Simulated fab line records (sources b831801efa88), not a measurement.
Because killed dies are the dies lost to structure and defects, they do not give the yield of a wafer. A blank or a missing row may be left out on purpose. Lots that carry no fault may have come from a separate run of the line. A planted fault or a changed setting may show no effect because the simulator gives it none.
One fault seen from 2 desks	flow sky130	what lay behind the numbers comes last; until then each desk has only its own

== FOR THE TOOL OWNER'S DESK: lpcvd-01 ==
The tool's own readings at SKY_POLY_GATE_CVD_00 (deposits poly-Si, target thk 180 nm, time 720 s): means of the sampled wafers that have a number, for each lot that ran on this tool. If a lot's mean is further than 4 standard deviations from the usual mean, the lot is out of limits and carries the mark OUT (the distance appears in the brackets).
Columns: A = spike tc centre C at SKY_POLY_GATE_CVD_00, usual 620.8 C; B = spike tc lower C at SKY_POLY_GATE_CVD_00, usual 621.2 C; C = spike tc upper C at SKY_POLY_GATE_CVD_00, usual 620.1 C; D = zone power bottom pct at SKY_POLY_GATE_CVD_00, usual 12.9 %; E = zone power centre pct at SKY_POLY_GATE_CVD_00, usual 8.3 %; F = zone power lower pct at SKY_POLY_GATE_CVD_00, usual 9.24 %; G = zone power upper pct at SKY_POLY_GATE_CVD_00, usual 7.9 %
lot	first seen here	A	B	C	D	E	F	G
L385	day 13 20:00	623.3	621.4	619.9	13.6	9.2	9.01	8.6
L387	day 14 11:32	621.1	622.0	619.8	13.5	9.1	8.97	8.6
L392	day 16 01:17	620.3	621.3	619.5	12.5	7.6	9.45	7.3
L393	day 16 18:58	598.8 (-16) OUT	624.4	623.1	13.3	5.2	11.11 (+7.2) OUT	10.5 (+4.2) OUT
L394	day 17 15:19	597.5 (-17) OUT	624.6	623.5 (+4.0) OUT	12.2	4.3 (-5.0) OUT	11.75 (+9.6) OUT	9.1
L403	day 20 06:52	619.3	620.6	620.0	12.4	7.6	9.47	7.4
L402	day 20 08:04	622.3	622.4	620.3	13.5	9.0	8.99	8.6
L405	day 20 22:35	621.9	622.1	619.3	13.4	9.2	8.93	8.5
L406	day 21 03:02	618.9	621.6	619.8	12.4	7.6	9.43	7.4
L408	day 22 00:05	621.4	622.9	620.4	13.5	9.2	8.92	8.6
This desk's verdict: out of limits on L393, L394, starting with L393 at day 16 18:58 (spike tc centre C at SKY_POLY_GATE_CVD_00). In limits: L385, L387, L392, L403, L402, L405, L406, L408.

== FROM THE METROLOGY DESK ==
What the gauges read for every lot (on any tool): the sampled wafers with a number, averaged. If a lot's mean is further than 4 standard deviations from the usual mean, the lot is out of limits and carries the mark OUT (the distance appears in the brackets).
Columns: A = POLY_GATE_CVD_00_THK at SKY_POLY_GATE_THK_MEAS_01, usual 179.6 nm
lot	first seen here	A
L385	day 13 21:13	179.0
L387	day 14 12:46	179.1
L392	day 16 02:34	181.3
L393	day 16 20:10	145.9 (-20) OUT
L394	day 17 16:31	165.5 (-8.3) OUT
L403	day 20 08:04	180.1
L402	day 20 09:16	181.4
L405	day 20 23:47	180.7
L406	day 21 04:14	178.4
L408	day 22 01:53	180.6
This desk finds L393, L394 out of limits, with the earliest case on L393 at day 16 20:10 (POLY_GATE_CVD_00_THK at SKY_POLY_GATE_THK_MEAS_01). In limits: L385, L387, L392, L403, L402, L405, L406, L408.

== BROUGHT TOGETHER ==
An alarm could have come from the tool owner's desk at day 16 18:58, on L393, L394.
The metrology desk could have raised an alarm at day 16 20:10, on L393, L394.
SKY_POLY_GATE_CVD_00 was run on lpcvd-01 by each of the lots named.

== WHAT WAS PUT IN BY THE SIMULATOR ==
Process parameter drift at SKY_POLY_GATE_CVD_00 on lpcvd-01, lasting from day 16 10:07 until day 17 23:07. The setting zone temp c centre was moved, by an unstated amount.
Shown lots that were struck: L393, L394.
Time in hours from fault onset to the first out-of-limits reading at each desk: tool owner's desk 9, metrology desk 10.
